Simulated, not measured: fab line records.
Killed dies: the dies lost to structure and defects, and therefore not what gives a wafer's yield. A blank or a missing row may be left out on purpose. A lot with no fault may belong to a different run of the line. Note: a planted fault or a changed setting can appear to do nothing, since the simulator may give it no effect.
Matching of chambers + flow gf180mcu + GF_POLY_GATE_ETCH_13 on rie_si-02 has 4 sister chambers
The step etches poly-Si in HBr/Cl2, stops on SiO2, target depth 198.5 nm, time 69.6 s. 16 wafers are shown with their chamber, then 8 later ones without.

== EACH WAFER AND ITS CHAMBER ==
| wafer  | chamber | drypump_motor_current_A (A) | oes_product_au (a.u.) | HBr_flow_sccm (sccm) |
|--------|---------|-----------------------------|-----------------------|----------------------|
| L555.3 | 0       | 6.2                         | 0.988                 | 149.5                |
| L555.5 | 1       | 5.3                         | 0.980                 | 149.8                |
| L555.6 | 0       | 6.3                         | 0.986                 | 149.9                |
| L556.1 | 3       | 6.0                         | 0.992                 | 150.0                |
| L556.2 | 2       | 5.1                         | 1.001                 | 150.2                |
| L556.5 | 2       | 5.1                         | 1.001                 | 149.8                |
| L560.1 | 0       | 6.2                         | 0.966                 | 150.2                |
| L560.3 | 2       | 5.1                         | 0.995                 | 150.5                |
| L560.6 | 1       | 5.3                         | 0.979                 | 150.2                |
| L562.3 | 2       | 5.1                         | 0.990                 | 150.4                |
| L562.4 | 1       | 5.3                         | 0.988                 | 150.4                |
| L562.6 | 3       | 6.0                         | 1.000                 | 150.3                |
| L564.3 | 2       | 5.1                         | 1.000                 | 150.1                |
| L564.4 | 1       | 5.3                         | 0.986                 | 149.5                |
| L564.5 | 3       | 6.0                         | 1.001                 | 150.3                |
| L573.2 | 3       | 6.0                         | 0.995                 | 150.0                |

SIGNATURES, as means of the wafers listed above
| reading                 | chamber 0 | chamber 1 | chamber 2 | chamber 3 | scatter within a chamber |
|-------------------------|-----------|-----------|-----------|-----------|--------------------------|
| drypump_motor_current_A | 6.233     | 5.300     | 5.100     | 6.000     | 0.0236                   |
| oes_product_au          | 0.98000   | 0.98325   | 0.99740   | 0.99700   | 0.00647                  |
| HBr_flow_sccm           | 149.867   | 149.975   | 150.200   | 150.150   | 0.306                    |
Rule: a wafer lies at a distance from a chamber equal to the root of the sum of squares, over the readings, of (its reading less the chamber's mean, divided by the reading's scatter). If the next closest chamber is less than 2 further off than the closest, the wafer can't be placed; otherwise it belongs to the closest. The scatter: the root of (the sum of the squares of (reading less its chamber's mean) over the shown wafers, divided by (wafers less chambers)).

== WAFERS WITHOUT THEIR CHAMBER ==
| wafer  | drypump_motor_current_A (A) | oes_product_au (a.u.) | HBr_flow_sccm (sccm) |
|--------|-----------------------------|-----------------------|----------------------|
| L573.5 | 6.3                         | 0.983                 | 149.9                |
| L573.6 | 5.3                         | 0.975                 | 149.7                |
| L577.1 | 5.3                         | 0.978                 | 149.9                |
| L577.2 | 6.0                         | 0.999                 | 150.1                |
| L577.4 | 5.1                         | 0.987                 | 150.4                |
| L578.1 | 5.2                         | 0.992                 | 149.9                |
| L578.2 | 5.3                         | 0.982                 | 150.9                |
| L578.3 | 6.3                         | 0.984                 | 150.6                |

== WHICH CHAMBER EACH WENT THROUGH ==
| wafer  | from the rows above     | in truth |
|--------|-------------------------|----------|
| L573.5 | 0                       | 0        |
| L573.6 | 1                       | 1        |
| L577.1 | 1                       | 1        |
| L577.2 | 3                       | 3        |
| L577.4 | 2                       | 2        |
| L578.1 | can't be placed: 2 or 1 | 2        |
| L578.2 | 1                       | 1        |
| L578.3 | 0                       | 0        |
Correctly placed: 7 of 8. Unplaceable from these rows: 1, with the true chamber sitting among the candidates in 1. Wrongly placed: 0.
